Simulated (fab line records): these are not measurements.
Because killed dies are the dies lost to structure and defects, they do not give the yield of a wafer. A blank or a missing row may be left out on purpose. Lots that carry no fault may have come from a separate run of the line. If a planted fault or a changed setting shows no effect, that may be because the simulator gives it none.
fab line records || flow sky130
record: {"lots": 6, "wafers": 18, "last_day": 49}
route steps=708 shown VIA3@576
lots with no fault: from the same line, run without faults
start_h: start of the lot's first displayed wafer, in hours after the record's first day || wait_h: time in hours since the lot's previous step || " identical to the entry in the row above || L1.1+2: several wafers, shown together as one row || - no value present, or no start provided || * or withheld: withheld || < > ~ a bound
route shown NAME@n: names a module that has steps shown in the file, with the first one's number in the route || usual: mean/standard deviation of fault-free wafers || same: alike in all rows || chamber/n: place in a boat || sites: each site's reading || _std_site: the standard deviation of these || _edge_site: inner sites' mean taken away from outer sites' mean || radius_mm: how far each site lies from the wafer's centre || mask NAME#n: copy n || behind: the last tool/chamber to shape the wafer || hold: why the lot went on hold/how many hours it stayed there/how the hold came to an end || device: transistor that didn't switch, given as n, p or np || end of line: at the end of the route, the tests of the same wafers || a step without rows: its recipe alone || killed: count of dies lost to structure and defects at first sort (not the wafer's yield) || map: the dies of a wafer, with x for killed, . for not killed, _ for no die there
set.NAME: the setting the step ran with; set.NAME@STEP: the setting that earlier step ran with || model.NAME: the simulator's own value behind a step, which no gauge read
lots at selected steps of the route; one table per step, one row per wafer
services: when a tool's chamber went out of use (start_h, in hours from the record's first day, below 0 if earlier), for how many hours, and the reason
== steps ==
step: SKY_VIA3_BOW_MEAS_03
recipe: {"mode": "bow"}
usual: {"VIA3_BOW": "78/6.8"}
{"lot.wafer": "L696.3", "tool": "film_metro-02", "chamber": "-", "start_h": 921.78, "wait_h": 0.2, "VIA3_BOW[um]": 78}
{"lot.wafer": "L696.4", "tool": "film_metro-02", "chamber": "-", "start_h": 921.78, "wait_h": 0.2, "VIA3_BOW[um]": 73}
{"lot.wafer": "L696.6", "tool": "film_metro-02", "chamber": "-", "start_h": 921.78, "wait_h": 0.2, "VIA3_BOW[um]": 77}
{"lot.wafer": "L698.2", "tool": "film_metro-02", "chamber": "-", "start_h": 933.04, "wait_h": 0.3, "VIA3_BOW[um]": 68}
{"lot.wafer": "L698.4", "tool": "film_metro-02", "chamber": "-", "start_h": 933.04, "wait_h": 0.3, "VIA3_BOW[um]": 77}
{"lot.wafer": "L698.5", "tool": "film_metro-02", "chamber": "-", "start_h": 933.04, "wait_h": 0.3, "VIA3_BOW[um]": 84}
{"lot.wafer": "L699.2", "tool": "film_metro-03", "chamber": "-", "start_h": 941.77, "wait_h": 0.2, "VIA3_BOW[um]": 64}
{"lot.wafer": "L699.4", "tool": "film_metro-03", "chamber": "-", "start_h": 941.77, "wait_h": 0.2, "VIA3_BOW[um]": 71}
{"lot.wafer": "L699.5", "tool": "film_metro-03", "chamber": "-", "start_h": 941.77, "wait_h": 0.2, "VIA3_BOW[um]": 63}
{"lot.wafer": "L710.1", "tool": "film_metro-01", "chamber": "-", "start_h": 1020.93, "wait_h": 0.1, "VIA3_BOW[um]": 83}
{"lot.wafer": "L710.3", "tool": "film_metro-01", "chamber": "-", "start_h": 1020.93, "wait_h": 0.1, "VIA3_BOW[um]": 74}
{"lot.wafer": "L710.4", "tool": "film_metro-01", "chamber": "-", "start_h": 1020.93, "wait_h": 0.1, "VIA3_BOW[um]": 76}
{"lot.wafer": "L712.2", "tool": "film_metro-02", "chamber": "-", "start_h": 1035.51, "wait_h": 0.1, "VIA3_BOW[um]": 75}
{"lot.wafer": "L712.3", "tool": "film_metro-02", "chamber": "-", "start_h": 1035.51, "wait_h": 0.1, "VIA3_BOW[um]": 71}
{"lot.wafer": "L712.6", "tool": "film_metro-02", "chamber": "-", "start_h": 1035.51, "wait_h": 0.1, "VIA3_BOW[um]": 66}
{"lot.wafer": "L713.1", "tool": "film_metro-02", "chamber": "-", "start_h": 1035.85, "wait_h": 0.1, "VIA3_BOW[um]": 69}
{"lot.wafer": "L713.2", "tool": "film_metro-02", "chamber": "-", "start_h": 1035.85, "wait_h": 0.1, "VIA3_BOW[um]": 85}
{"lot.wafer": "L713.5", "tool": "film_metro-02", "chamber": "-", "start_h": 1035.85, "wait_h": 0.1, "VIA3_BOW[um]": 76}
step: SKY_VIA3_DEHYDRATE_04
recipe: {"temp_c": 200, "time_s": 60}
step: SKY_VIA3_HMDS_05
recipe: {"prime_time_s": 60, "prime_temp_c": 120}
step: SKY_VIA3_COAT_06
recipe: {"resist": "BARC", "temp_c": "withheld", "time_s": "withheld", "spin_rpm": 3000, "resist_thk_nm": 60}
step: SKY_VIA3_COAT_07
recipe: {"resist": "KrF-thick", "spin_rpm": 3000, "resist_thk_nm": 450}
step: SKY_VIA3_SOFTBAKE_08
recipe: {"temp_c": 100, "time_s": 90, "resist": "KrF-thick"}
step: SKY_VIA3_EXPOSE_09
recipe: {"mask_id": "VIM3", "na": 0.8, "source_shape": "annular", "sigma_inner": 0.55, "sigma_outer": 0.85, "target_cd_nm": 200, "dose_mj": 38}
step: SKY_VIA3_PEB_10
recipe: {"peb_temp_c": "withheld", "peb_time_s": "withheld", "resist": "KrF-thick"}
step: SKY_VIA3_DEVELOP_11
recipe: {"develop_time_s": 60, "resist": "KrF-thick", "dev_temp_c": 21}
step: SKY_VIA3_CD_MEAS_12
recipe: {"target_cd_nm": 200}
usual: {"cd_nm": "200.2/1.3"}
{"lot.wafer": "L696.3", "tool": "cd_sem-01", "chamber": "-", "start_h": 947.17, "wait_h": "-", "cd_nm": 201.7}
{"lot.wafer": "L696.4", "tool": "cd_sem-01", "chamber": "-", "start_h": 947.17, "wait_h": "-", "cd_nm": 200.8}
{"lot.wafer": "L696.6", "tool": "cd_sem-01", "chamber": "-", "start_h": 947.17, "wait_h": "-", "cd_nm": 200.7}
{"lot.wafer": "L698.2", "tool": "cd_sem-02", "chamber": "-", "start_h": 957.65, "wait_h": "-", "cd_nm": 202.2}
{"lot.wafer": "L698.4", "tool": "cd_sem-02", "chamber": "-", "start_h": 957.65, "wait_h": "-", "cd_nm": 201.2}
{"lot.wafer": "L698.5", "tool": "cd_sem-02", "chamber": "-", "start_h": 957.65, "wait_h": "-", "cd_nm": 201.7}
{"lot.wafer": "L699.2", "tool": "cd_sem-02", "chamber": "-", "start_h": 965.85, "wait_h": "-", "cd_nm": 200.3}
{"lot.wafer": "L699.4", "tool": "cd_sem-02", "chamber": "-", "start_h": 965.85, "wait_h": "-", "cd_nm": 200.7}
{"lot.wafer": "L699.5", "tool": "cd_sem-02", "chamber": "-", "start_h": 965.85, "wait_h": "-", "cd_nm": 201.2}
{"lot.wafer": "L710.1", "tool": "cd_sem-02", "chamber": "-", "start_h": 1042.98, "wait_h": "-", "cd_nm": 201.5}
{"lot.wafer": "L710.3", "tool": "cd_sem-02", "chamber": "-", "start_h": 1042.98, "wait_h": "-", "cd_nm": 202.0}
{"lot.wafer": "L710.4", "tool": "cd_sem-02", "chamber": "-", "start_h": 1042.98, "wait_h": "-", "cd_nm": 202.0}
{"lot.wafer": "L712.2", "tool": "cd_sem-01", "chamber": "-", "start_h": 1057.87, "wait_h": "-", "cd_nm": 200.2}
{"lot.wafer": "L712.3", "tool": "cd_sem-01", "chamber": "-", "start_h": 1057.87, "wait_h": "-", "cd_nm": 201.1}
{"lot.wafer": "L712.6", "tool": "cd_sem-01", "chamber": "-", "start_h": 1057.87, "wait_h": "-", "cd_nm": 202.0}
{"lot.wafer": "L713.1", "tool": "cd_sem-02", "chamber": "-", "start_h": 1058.23, "wait_h": "-", "cd_nm": 198.7}
{"lot.wafer": "L713.2", "tool": "cd_sem-02", "chamber": "-", "start_h": 1058.23, "wait_h": "-", "cd_nm": 198.4}
{"lot.wafer": "L713.5", "tool": "cd_sem-02", "chamber": "-", "start_h": 1058.23, "wait_h": "-", "cd_nm": 196.6}
step: SKY_VIA3_OVL_MEAS_13
usual: {"VIA3_OVL": "-1/5.1"}
{"lot.wafer": "L696.3", "tool": "overlay-01", "chamber": "-", "start_h": 947.27, "wait_h": 0.1, "VIA3_OVL[nm]": 9}
{"lot.wafer": "L696.4", "tool": "overlay-01", "chamber": "-", "start_h": 947.27, "wait_h": 0.1, "VIA3_OVL[nm]": 9}
{"lot.wafer": "L696.6", "tool": "overlay-01", "chamber": "-", "start_h": 947.27, "wait_h": 0.1, "VIA3_OVL[nm]": 1}
{"lot.wafer": "L698.2", "tool": "overlay-02", "chamber": "-", "start_h": 957.76, "wait_h": 0.1, "VIA3_OVL[nm]": -2}
{"lot.wafer": "L698.4", "tool": "overlay-02", "chamber": "-", "start_h": 957.76, "wait_h": 0.1, "VIA3_OVL[nm]": -6}
{"lot.wafer": "L698.5", "tool": "overlay-02", "chamber": "-", "start_h": 957.76, "wait_h": 0.1, "VIA3_OVL[nm]": -7}
{"lot.wafer": "L699.2", "tool": "overlay-01", "chamber": "-", "start_h": 965.96, "wait_h": 0.1, "VIA3_OVL[nm]": -2}
{"lot.wafer": "L699.4", "tool": "overlay-01", "chamber": "-", "start_h": 965.96, "wait_h": 0.1, "VIA3_OVL[nm]": 5}
{"lot.wafer": "L699.5", "tool": "overlay-01", "chamber": "-", "start_h": 965.96, "wait_h": 0.1, "VIA3_OVL[nm]": -2}
{"lot.wafer": "L710.1", "tool": "overlay-01", "chamber": "-", "start_h": 1043.10, "wait_h": 0.1, "VIA3_OVL[nm]": 5}
{"lot.wafer": "L710.3", "tool": "overlay-01", "chamber": "-", "start_h": 1043.10, "wait_h": 0.1, "VIA3_OVL[nm]": 11}
{"lot.wafer": "L710.4", "tool": "overlay-01", "chamber": "-", "start_h": 1043.10, "wait_h": 0.1, "VIA3_OVL[nm]": 10}
{"lot.wafer": "L712.2", "tool": "overlay-02", "chamber": "-", "start_h": 1057.98, "wait_h": 0.1, "VIA3_OVL[nm]": 3}
{"lot.wafer": "L712.3", "tool": "overlay-02", "chamber": "-", "start_h": 1057.98, "wait_h": 0.1, "VIA3_OVL[nm]": 1}
{"lot.wafer": "L712.6", "tool": "overlay-02", "chamber": "-", "start_h": 1057.98, "wait_h": 0.1, "VIA3_OVL[nm]": 4}
{"lot.wafer": "L713.1", "tool": "overlay-01", "chamber": "-", "start_h": 1058.35, "wait_h": 0.1, "VIA3_OVL[nm]": 1}
{"lot.wafer": "L713.2", "tool": "overlay-01", "chamber": "-", "start_h": 1058.35, "wait_h": 0.1, "VIA3_OVL[nm]": 3}
{"lot.wafer": "L713.5", "tool": "overlay-01", "chamber": "-", "start_h": 1058.35, "wait_h": 0.1, "VIA3_OVL[nm]": 2}
step: SKY_VIA3_ETCH_14
recipe: {"chemistry": "N2/H2", "target": "BARC", "ion_energy_ev": 200, "source_w": 500, "bias_w": 100, "pressure_mtorr": 30, "n2_flow_sccm": 100, "h2_flow_sccm": 200, "stop_on": "SiO2", "time_s": 45.9, "target_depth_a": 600}
usual: {"bias_w": "100.0/0.3", "chamber_pressure_mTorr": "29.998/0.027", "drypump_motor_current_A": "5.7/0.34", "oes_product_au": "0.855/0.0054", "throttle_valve_pct": "13.224/0.0092"}
{"lot.wafer": "L696.3", "tool": "rie_diel-02", "chamber": 1, "start_h": 947.29, "wait_h": 0.0, "bias_w": 100.4, "chamber_pressure_mTorr": 30.029, "drypump_motor_current_A": 5.7, "oes_product_au": 0.864, "rf_hours_counter_h": 19, "throttle_valve_pct": 13.229}
{"lot.wafer": "L696.4", "tool": "rie_diel-02", "chamber": 0, "start_h": 947.29, "wait_h": 0.0, "bias_w": 99.7, "chamber_pressure_mTorr": 30.022, "drypump_motor_current_A": 5.4, "oes_product_au": 0.856, "rf_hours_counter_h": 22, "throttle_valve_pct": 13.238}
{"lot.wafer": "L696.6", "tool": "rie_diel-02", "chamber": 2, "start_h": 947.29, "wait_h": 0.0, "bias_w": 99.7, "chamber_pressure_mTorr": 30.012, "drypump_motor_current_A": 5.3, "oes_product_au": 0.859, "rf_hours_counter_h": "-", "throttle_valve_pct": 13.240}
{"lot.wafer": "L698.2", "tool": "rie_diel-03", "chamber": 1, "start_h": 957.79, "wait_h": 0.0, "bias_w": 99.9, "chamber_pressure_mTorr": 29.953, "drypump_motor_current_A": 5.8, "oes_product_au": 0.851, "rf_hours_counter_h": 17, "throttle_valve_pct": 13.224}
{"lot.wafer": "L698.4", "tool": "rie_diel-03", "chamber": 3, "start_h": 957.79, "wait_h": 0.0, "bias_w": 100.1, "chamber_pressure_mTorr": 30.041, "drypump_motor_current_A": 6.0, "oes_product_au": 0.863, "rf_hours_counter_h": 17, "throttle_valve_pct": 13.213}
{"lot.wafer": "L698.5", "tool": "rie_diel-03", "chamber": 0, "start_h": 957.79, "wait_h": 0.0, "bias_w": 100.0, "chamber_pressure_mTorr": 30.031, "drypump_motor_current_A": 6.1, "oes_product_au": 0.858, "rf_hours_counter_h": "-", "throttle_valve_pct": 13.230}
{"lot.wafer": "L699.2", "tool": "rie_diel-03", "chamber": 3, "start_h": 965.99, "wait_h": 0.0, "bias_w": 98.9, "chamber_pressure_mTorr": 29.999, "drypump_motor_current_A": 6.0, "oes_product_au": 0.861, "rf_hours_counter_h": 18, "throttle_valve_pct": 13.197}
{"lot.wafer": "L699.4", "tool": "rie_diel-03", "chamber": 1, "start_h": 965.99, "wait_h": 0.0, "bias_w": 99.8, "chamber_pressure_mTorr": 30.029, "drypump_motor_current_A": 5.8, "oes_product_au": 0.848, "rf_hours_counter_h": 17, "throttle_valve_pct": 13.221}
{"lot.wafer": "L699.5", "tool": "rie_diel-03", "chamber": 0, "start_h": 965.99, "wait_h": 0.0, "bias_w": 100.3, "chamber_pressure_mTorr": 29.983, "drypump_motor_current_A": 6.1, "oes_product_au": 0.854, "rf_hours_counter_h": "-", "throttle_valve_pct": 13.237}
{"lot.wafer": "L710.1", "tool": "rie_diel-04", "chamber": 0, "start_h": 1043.14, "wait_h": 0.0, "bias_w": 100.3, "chamber_pressure_mTorr": 29.986, "drypump_motor_current_A": 6.2, "oes_product_au": 0.845, "rf_hours_counter_h": 2, "throttle_valve_pct": 13.229}
{"lot.wafer": "L710.3", "tool": "rie_diel-04", "chamber": 1, "start_h": 1043.14, "wait_h": 0.0, "bias_w": 100.4, "chamber_pressure_mTorr": 30.017, "drypump_motor_current_A": 6.0, "oes_product_au": 0.853, "rf_hours_counter_h": 14, "throttle_valve_pct": 13.219}
{"lot.wafer": "L710.4", "tool": "rie_diel-04", "chamber": 3, "start_h": 1043.14, "wait_h": 0.0, "bias_w": 100.0, "chamber_pressure_mTorr": 30.031, "drypump_motor_current_A": 6.1, "oes_product_au": 0.860, "rf_hours_counter_h": 14, "throttle_valve_pct": 13.213}
{"lot.wafer": "L712.2", "tool": "rie_diel-03", "chamber": 3, "start_h": 1058.01, "wait_h": 0.0, "bias_w": 99.9, "chamber_pressure_mTorr": 30.019, "drypump_motor_current_A": 6.0, "oes_product_au": 0.854, "rf_hours_counter_h": 21, "throttle_valve_pct": 13.214}
{"lot.wafer": "L712.3", "tool": "rie_diel-03", "chamber": 1, "start_h": 1058.01, "wait_h": 0.0, "bias_w": 100.2, "chamber_pressure_mTorr": 29.981, "drypump_motor_current_A": 5.8, "oes_product_au": 0.856, "rf_hours_counter_h": 20, "throttle_valve_pct": 13.229}
{"lot.wafer": "L712.6", "tool": "rie_diel-03", "chamber": 1, "start_h": 1058.01, "wait_h": 0.0, "bias_w": 100.3, "chamber_pressure_mTorr": 29.999, "drypump_motor_current_A": 5.8, "oes_product_au": 0.857, "rf_hours_counter_h": "-", "throttle_valve_pct": 13.215}
{"lot.wafer": "L713.1", "tool": "rie_diel-03", "chamber": 2, "start_h": 1058.39, "wait_h": 0.0, "bias_w": 100.0, "chamber_pressure_mTorr": 30.020, "drypump_motor_current_A": 5.2, "oes_product_au": 0.850, "rf_hours_counter_h": 15, "throttle_valve_pct": 13.218}
{"lot.wafer": "L713.2", "tool": "rie_diel-03", "chamber": 3, "start_h": 1058.39, "wait_h": 0.0, "bias_w": 100.1, "chamber_pressure_mTorr": 29.998, "drypump_motor_current_A": 6.0, "oes_product_au": 0.866, "rf_hours_counter_h": 21, "throttle_valve_pct": 13.224}
{"lot.wafer": "L713.5", "tool": "rie_diel-03", "chamber": 1, "start_h": 1058.39, "wait_h": 0.0, "bias_w": 99.4, "chamber_pressure_mTorr": 30.036, "drypump_motor_current_A": 5.8, "oes_product_au": 0.855, "rf_hours_counter_h": "-", "throttle_valve_pct": 13.218}
step: SKY_VIA3_ETCH_15
recipe: {"target": "SiO2", "chemistry": "C4F8/O2/Ar", "target_depth_nm": 507, "stop_on": "TiN", "mask_material": "KrF-thick", "source_w": 1500, "bias_w": 1200, "pressure_mtorr": 40, "c4f8_flow_sccm": "withheld", "O2_flow_sccm": 6, "Ar_flow_sccm": 300, "time_s": 78}
usual: {"bias_w": "1200/3.3", "chamber_pressure_mTorr": "40.00/0.035", "oes_product_au": "0.945/0.0047"}
{"lot.wafer": "L696.3", "tool": "rie_diel-02", "chamber": 1, "start_h": 947.33, "wait_h": 0.0, "bias_w": 1201, "chamber_pressure_mTorr": 39.98, "oes_product_au": 0.950, "rf_hours_counter_h": 19, "model.KrF-thick_of_VIA3_COAT_07.thk_nm": 288.4, "model.VIA3.cd_nm": 203.5}
{"lot.wafer": "L696.4", "tool": "rie_diel-02", "chamber": 0, "start_h": 947.33, "wait_h": 0.0, "bias_w": 1202, "chamber_pressure_mTorr": 39.97, "oes_product_au": 0.940, "rf_hours_counter_h": 22, "model.KrF-thick_of_VIA3_COAT_07.thk_nm": 291.2, "model.VIA3.cd_nm": 199.2}
{"lot.wafer": "L696.6", "tool": "rie_diel-02", "chamber": 2, "start_h": 947.33, "wait_h": 0.0, "bias_w": 1197, "chamber_pressure_mTorr": 40.01, "oes_product_au": 0.957, "rf_hours_counter_h": "-", "model.KrF-thick_of_VIA3_COAT_07.thk_nm": 296.6, "model.VIA3.cd_nm": 201.8}
{"lot.wafer": "L698.2", "tool": "rie_diel-03", "chamber": 1, "start_h": 957.83, "wait_h": 0.0, "bias_w": "-", "chamber_pressure_mTorr": "-", "oes_product_au": "-", "rf_hours_counter_h": "-", "model.KrF-thick_of_VIA3_COAT_07.thk_nm": 391.8, "model.VIA3.cd_nm": 201.6}
{"lot.wafer": "L698.4", "tool": "rie_diel-03", "chamber": 3, "start_h": 957.83, "wait_h": 0.0, "bias_w": "-", "chamber_pressure_mTorr": "-", "oes_product_au": "-", "rf_hours_counter_h": "-", "model.KrF-thick_of_VIA3_COAT_07.thk_nm": 391, "model.VIA3.cd_nm": 200.5}
{"lot.wafer": "L698.5", "tool": "rie_diel-03", "chamber": 0, "start_h": 957.83, "wait_h": 0.0, "bias_w": "-", "chamber_pressure_mTorr": "-", "oes_product_au": "-", "rf_hours_counter_h": "-", "model.KrF-thick_of_VIA3_COAT_07.thk_nm": 390.5, "model.VIA3.cd_nm": 200.7}
{"lot.wafer": "L699.2", "tool": "rie_diel-03", "chamber": 3, "start_h": 966.03, "wait_h": 0.0, "bias_w": "-", "chamber_pressure_mTorr": "-", "oes_product_au": "-", "rf_hours_counter_h": "-", "model.KrF-thick_of_VIA3_COAT_07.thk_nm": 391.3, "model.VIA3.cd_nm": 199.9}
{"lot.wafer": "L699.4", "tool": "rie_diel-03", "chamber": 1, "start_h": 966.03, "wait_h": 0.0, "bias_w": "-", "chamber_pressure_mTorr": "-", "oes_product_au": "-", "rf_hours_counter_h": "-", "model.KrF-thick_of_VIA3_COAT_07.thk_nm": 392, "model.VIA3.cd_nm": 200.4}
{"lot.wafer": "L699.5", "tool": "rie_diel-03", "chamber": 0, "start_h": 966.03, "wait_h": 0.0, "bias_w": "-", "chamber_pressure_mTorr": "-", "oes_product_au": "-", "rf_hours_counter_h": "-", "model.KrF-thick_of_VIA3_COAT_07.thk_nm": 391.3, "model.VIA3.cd_nm": 200.3}
{"lot.wafer": "L710.1", "tool": "rie_diel-04", "chamber": 0, "start_h": 1043.18, "wait_h": 0.0, "bias_w": 1203, "chamber_pressure_mTorr": 40.04, "oes_product_au": 0.955, "rf_hours_counter_h": 2, "model.KrF-thick_of_VIA3_COAT_07.thk_nm": 293.2, "model.VIA3.cd_nm": 201.1}
{"lot.wafer": "L710.3", "tool": "rie_diel-04", "chamber": 1, "start_h": 1043.18, "wait_h": 0.0, "bias_w": 1199, "chamber_pressure_mTorr": 40.00, "oes_product_au": 0.953, "rf_hours_counter_h": 14, "model.KrF-thick_of_VIA3_COAT_07.thk_nm": 293.9, "model.VIA3.cd_nm": 205.9}
{"lot.wafer": "L710.4", "tool": "rie_diel-04", "chamber": 3, "start_h": 1043.18, "wait_h": 0.0, "bias_w": 1197, "chamber_pressure_mTorr": 39.96, "oes_product_au": 0.943, "rf_hours_counter_h": 14, "model.KrF-thick_of_VIA3_COAT_07.thk_nm": 296.7, "model.VIA3.cd_nm": 201}
{"lot.wafer": "L712.2", "tool": "rie_diel-03", "chamber": 3, "start_h": 1058.05, "wait_h": 0.0, "bias_w": 1203, "chamber_pressure_mTorr": 40.00, "oes_product_au": 0.941, "rf_hours_counter_h": 21, "model.KrF-thick_of_VIA3_COAT_07.thk_nm": 288.3, "model.VIA3.cd_nm": 201.1}
{"lot.wafer": "L712.3", "tool": "rie_diel-03", "chamber": 1, "start_h": 1058.05, "wait_h": 0.0, "bias_w": 1200, "chamber_pressure_mTorr": 40.01, "oes_product_au": 0.946, "rf_hours_counter_h": 20, "model.KrF-thick_of_VIA3_COAT_07.thk_nm": 293.8, "model.VIA3.cd_nm": 205.4}
{"lot.wafer": "L712.6", "tool": "rie_diel-03", "chamber": 1, "start_h": 1058.05, "wait_h": 0.0, "bias_w": 1202, "chamber_pressure_mTorr": 39.99, "oes_product_au": 0.946, "rf_hours_counter_h": "-", "model.KrF-thick_of_VIA3_COAT_07.thk_nm": 294.3, "model.VIA3.cd_nm": 204.1}
{"lot.wafer": "L713.1", "tool": "rie_diel-03", "chamber": 2, "start_h": 1058.43, "wait_h": 0.0, "bias_w": 1201, "chamber_pressure_mTorr": 39.96, "oes_product_au": 0.945, "rf_hours_counter_h": 15, "model.KrF-thick_of_VIA3_COAT_07.thk_nm": 288.3, "model.VIA3.cd_nm": 195.4}
{"lot.wafer": "L713.2", "tool": "rie_diel-03", "chamber": 3, "start_h": 1058.43, "wait_h": 0.0, "bias_w": 1200, "chamber_pressure_mTorr": 39.99, "oes_product_au": 0.939, "rf_hours_counter_h": 21, "model.KrF-thick_of_VIA3_COAT_07.thk_nm": 291.9, "model.VIA3.cd_nm": 198.7}
{"lot.wafer": "L713.5", "tool": "rie_diel-03", "chamber": 1, "start_h": 1058.43, "wait_h": 0.0, "bias_w": 1202, "chamber_pressure_mTorr": 39.98, "oes_product_au": 0.951, "rf_hours_counter_h": "-", "model.KrF-thick_of_VIA3_COAT_07.thk_nm": 296.2, "model.VIA3.cd_nm": 198}
step: SKY_VIA3_STRIP_16
recipe: {"chemistry": "O2/N2", "power_w": 1400, "pressure_mtorr": 1500, "platen_temp_c": "withheld", "o2_flow_sccm": 3000, "n2_flow_sccm": 300, "overash_fraction": 0.5}
usual: {"drypump_motor_current_A": "5.5/0.3", "oes_product_au": "0.402/0.0049", "strip_time_to_endpoint_s": "4.13/0.035"}
{"lot.wafer": "L696.3", "tool": "plasma_asher-03", "chamber": 1, "start_h": 947.42, "wait_h": 0.1, "drypump_motor_current_A": 5.5, "oes_product_au": 0.400, "rf_hours_counter_h": "-", "strip_time_to_endpoint_s": 4.09}
{"lot.wafer": "L696.4", "tool": "plasma_asher-03", "chamber": 0, "start_h": 947.42, "wait_h": 0.1, "drypump_motor_current_A": 5.6, "oes_product_au": 0.403, "rf_hours_counter_h": "-", "strip_time_to_endpoint_s": 4.13}
{"lot.wafer": "L696.6", "tool": "plasma_asher-03", "chamber": 1, "start_h": 947.42, "wait_h": 0.1, "drypump_motor_current_A": 5.5, "oes_product_au": 0.412, "rf_hours_counter_h": "-", "strip_time_to_endpoint_s": 4.19}
{"lot.wafer": "L698.2", "tool": "plasma_asher-01", "chamber": 0, "start_h": 957.89, "wait_h": 0.0, "drypump_motor_current_A": 5.9, "oes_product_au": 0.450, "rf_hours_counter_h": 20, "strip_time_to_endpoint_s": 5.19}
{"lot.wafer": "L698.4", "tool": "plasma_asher-01", "chamber": 1, "start_h": 957.89, "wait_h": 0.0, "drypump_motor_current_A": 5.6, "oes_product_au": 0.450, "rf_hours_counter_h": "-", "strip_time_to_endpoint_s": 5.20}
{"lot.wafer": "L698.5", "tool": "plasma_asher-01", "chamber": 0, "start_h": 957.89, "wait_h": 0.0, "drypump_motor_current_A": 5.8, "oes_product_au": 0.436, "rf_hours_counter_h": "-", "strip_time_to_endpoint_s": 5.18}
{"lot.wafer": "L699.2", "tool": "plasma_asher-04", "chamber": 1, "start_h": 966.09, "wait_h": 0.0, "drypump_motor_current_A": 5.4, "oes_product_au": 0.442, "rf_hours_counter_h": 115, "strip_time_to_endpoint_s": 5.17}
{"lot.wafer": "L699.4", "tool": "plasma_asher-04", "chamber": 1, "start_h": 966.09, "wait_h": 0.0, "drypump_motor_current_A": 5.4, "oes_product_au": 0.446, "rf_hours_counter_h": "-", "strip_time_to_endpoint_s": 5.20}
{"lot.wafer": "L699.5", "tool": "plasma_asher-04", "chamber": 0, "start_h": 966.09, "wait_h": 0.0, "drypump_motor_current_A": 4.7, "oes_product_au": 0.440, "rf_hours_counter_h": "-", "strip_time_to_endpoint_s": 5.18}
{"lot.wafer": "L710.1", "tool": "plasma_asher-03", "chamber": 0, "start_h": 1043.24, "wait_h": 0.0, "drypump_motor_current_A": 5.6, "oes_product_au": 0.399, "rf_hours_counter_h": 93, "strip_time_to_endpoint_s": 4.13}
{"lot.wafer": "L710.3", "tool": "plasma_asher-03", "chamber": 0, "start_h": 1043.24, "wait_h": 0.0, "drypump_motor_current_A": 5.6, "oes_product_au": 0.401, "rf_hours_counter_h": "-", "strip_time_to_endpoint_s": 4.16}
{"lot.wafer": "L710.4", "tool": "plasma_asher-03", "chamber": 1, "start_h": 1043.24, "wait_h": 0.0, "drypump_motor_current_A": 5.5, "oes_product_au": 0.406, "rf_hours_counter_h": "-", "strip_time_to_endpoint_s": 4.18}
{"lot.wafer": "L712.2", "tool": "plasma_asher-01", "chamber": 0, "start_h": 1058.11, "wait_h": 0.0, "drypump_motor_current_A": 5.9, "oes_product_au": 0.401, "rf_hours_counter_h": 30, "strip_time_to_endpoint_s": 4.11}
{"lot.wafer": "L712.3", "tool": "plasma_asher-01", "chamber": 1, "start_h": 1058.11, "wait_h": 0.0, "drypump_motor_current_A": 5.6, "oes_product_au": 0.416, "rf_hours_counter_h": "-", "strip_time_to_endpoint_s": 4.17}
{"lot.wafer": "L712.6", "tool": "plasma_asher-01", "chamber": 1, "start_h": 1058.11, "wait_h": 0.0, "drypump_motor_current_A": 5.7, "oes_product_au": 0.405, "rf_hours_counter_h": "-", "strip_time_to_endpoint_s": 4.16}
{"lot.wafer": "L713.1", "tool": "plasma_asher-01", "chamber": 1, "start_h": 1058.49, "wait_h": 0.0, "drypump_motor_current_A": 5.6, "oes_product_au": 0.402, "rf_hours_counter_h": 30, "strip_time_to_endpoint_s": 4.11}
{"lot.wafer": "L713.2", "tool": "plasma_asher-01", "chamber": 0, "start_h": 1058.49, "wait_h": 0.0, "drypump_motor_current_A": 5.8, "oes_product_au": 0.399, "rf_hours_counter_h": 30, "strip_time_to_endpoint_s": 4.13}
{"lot.wafer": "L713.5", "tool": "plasma_asher-01", "chamber": 0, "start_h": 1058.49, "wait_h": 0.0, "drypump_motor_current_A": 5.8, "oes_product_au": 0.412, "rf_hours_counter_h": "-", "strip_time_to_endpoint_s": 4.19}
step: SKY_VIA3_STRIP_17
recipe: {"chemistry": "post_etch_residue_remover", "time_s": 1200, "temp_c": 72.5}
== services ==
{"tool": "rie_diel-04", "chamber": 0, "start_h": 938.29, "hours": 20.2, "kind": "repair"}
{"tool": "plasma_asher-04", "chamber": "-", "start_h": 944.42, "hours": 2.7, "kind": "repair"}
{"tool": "rie_diel-03", "chamber": "-", "start_h": 987.54, "hours": 0.5, "kind": "repair"}
{"tool": "rie_diel-03", "chamber": 1, "start_h": 1004.63, "hours": 4.9, "kind": "repair"}
{"tool": "plasma_asher-03", "chamber": "-", "start_h": 1009.94, "hours": 2.8, "kind": "pm"}
{"tool": "rie_diel-02", "chamber": 2, "start_h": 1013.54, "hours": 2.4, "kind": "repair"}
{"tool": "plasma_asher-04", "chamber": "-", "start_h": 1045.42, "hours": 1.6, "kind": "repair"}
{"tool": "rie_diel-02", "chamber": 2, "start_h": 1046.76, "hours": 4.1, "kind": "repair"}
{"tool": "plasma_asher-04", "chamber": "-", "start_h": 1055.25, "hours": 9.0, "kind": "pm"}
{"tool": "plasma_asher-04", "chamber": 0, "start_h": 1055.25, "hours": 9.0, "kind": "vent_cycle"}
{"tool": "plasma_asher-04", "chamber": 1, "start_h": 1055.25, "hours": 9.0, "kind": "vent_cycle"}
{"tool": "rie_diel-02", "chamber": 2, "start_h": 1057.46, "hours": 16.1, "kind": "repair"}
== key ==
first_sign: {"step": "SKY_VIA3_ETCH_15", "reading": "tool_record", "direction": "missing"}
effect: {"step": "SKY_VIA3_STRIP_16", "reading": "strip_time_to_endpoint_s", "direction": "up", "sigmas": 30, "usual": "*", "struck": "*"}
model_effect: {"step": "SKY_VIA3_ETCH_15", "value": "KrF-thick_of_VIA3_COAT_07.thk_nm", "without": 289.7, "struck": 391.3}
met_at SKY_VIA3_ETCH_15
struck_wafers L698.2,L698.4,L698.5,L699.2,L699.4,L699.5
later_rows_left_out L698.2,L698.4,L698.5,L699.2,L699.4,L699.5
sort_left_out L698.2,L698.4,L698.5,L699.2,L699.4,L699.5
fault: {"kind": "skipped_step_whole", "tool": "rie_diel-03", "chamber": "-", "onset_h": 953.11, "steps": "SKY_VIA3_ETCH_15", "scope": "struck_lots_only"}
sort_left_out: the simulated sort isn't trusted on such a fault, so these wafers' sort isn't shown, and their yield isn't known
later_rows_left_out: the simulator's readings of these wafers behind a module that went badly wrong aren't trusted and aren't shown, but for the sort
